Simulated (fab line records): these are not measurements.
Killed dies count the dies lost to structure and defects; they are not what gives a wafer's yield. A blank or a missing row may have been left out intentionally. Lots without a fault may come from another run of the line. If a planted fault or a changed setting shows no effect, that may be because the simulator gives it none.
A lot that was struck, set against a sound lot | flow gf180mcu | 14 out of 602 route steps
Sound: the wafers L668.1, L668.3, L668.5. Wafers L677.4, L677.5, L677.6 were the ones struck. The cause is named last.
For every step that has rows: the tool of each side, followed by ch and its chambers, followed by its first start. Under that, the readings that differ: sound wafers | struck wafers | difference of the means | sigmas: that difference in standard deviations of wafers without a fault.
alike: readings whose means differ by less than 2 such deviations, and words and numbers that are the same on both sides. not compared: withheld readings, readings that some wafer has no value for, bounds like >300 that may hide the same value, and numbers for which the record gives no deviation and whose values overlap.
A row with sigmas, a row that says differs or no value, or rows on one side alone: a step with any of these is where the two part. When numbers do not overlap yet have no deviation, they are printed without sigmas and do not part them. A reading missing from all wafers of one side parts the sides only when that side holds two or more wafers.

GF_V3_THK_MEAS_01:
  sound: film metro-02 at day 23 17:23; struck: film metro-02 at day 26 16:19
  reading            | sound       | struck      | difference | sigmas
  V3_CVD_00_THK (nm) | 604 605 601 | 590 587 582 | -17        | -2
GF_V3_CVD_02: deposits SiO2 from TEOS, target thk 850 nm, time 94.851 s.
  sound on pecvd-01 ch 1,2, day 23 17:26; struck on pecvd-02 ch 0,1,2, day 26 16:22
  alike: heater power w
GF_V3_THK_MEAS_03:
  sound: film metro-04 at day 23 17:31; struck: film metro-04 at day 26 16:26
  alike: V3_CVD_02_THK
GF_V3_CMP_04: polishes SiO2.
  sound on cmp-02 ch 0,1,2, day 23 17:40; struck on cmp-01 ch 1,2,3, day 26 16:37
  alike: head pressure psi, motor current A, time to endpoint s
GF_V3_BOW_MEAS_05:
  sound: film metro-01 at day 23 17:52; struck: film metro-01 at day 26 16:50
  alike: V3_BOW
then, 7 steps without rows for these wafers: GF_V3_DEHYDRATE_06 (time 60 s); GF_V3_HMDS_07 (prime time 60 s); GF_V3_COAT_08; GF_V3_COAT_09 (resist thk 1019 nm); GF_V3_SOFTBAKE_10 (time 60 s); GF_V3_EXPOSE_11 (exposes mask Via3, target cd 260 nm); GF_V3_PEB_12 (peb time 90 s).
GF_V3_DEVELOP_13: develop time 60 s.
  struck on litho track-03, day 27 13:13; sound on litho track-01 ch 0, day 24 15:18
  no value came back on the struck wafers for chill plate temp C (C), develop time s (s); on the sound wafers chill plate temp C (C) reads 22.96 22.92 23.05
  reading                             | sound          | struck         | difference | sigmas
  model.KrF_of_V3_COAT_09.thk nm (nm) | 1008 1010 1006 | 1017 1020 1019 | +11        |
GF_V3_CD_MEAS_14: target cd 260 nm.
  sound: cd sem-01 at day 24 15:27; struck: cd sem-01 at day 27 13:22
  reading    | sound             | struck | difference                    | sigmas
  cd nm (nm) | 260.9 259.8 261.1 | - - -  | no value on the struck wafers |

WHERE THEY PART
First at GF_V3_THK_MEAS_01; last, within this record, at GF_V3_CD_MEAS_14.

WHY: whatever the simulator had introduced
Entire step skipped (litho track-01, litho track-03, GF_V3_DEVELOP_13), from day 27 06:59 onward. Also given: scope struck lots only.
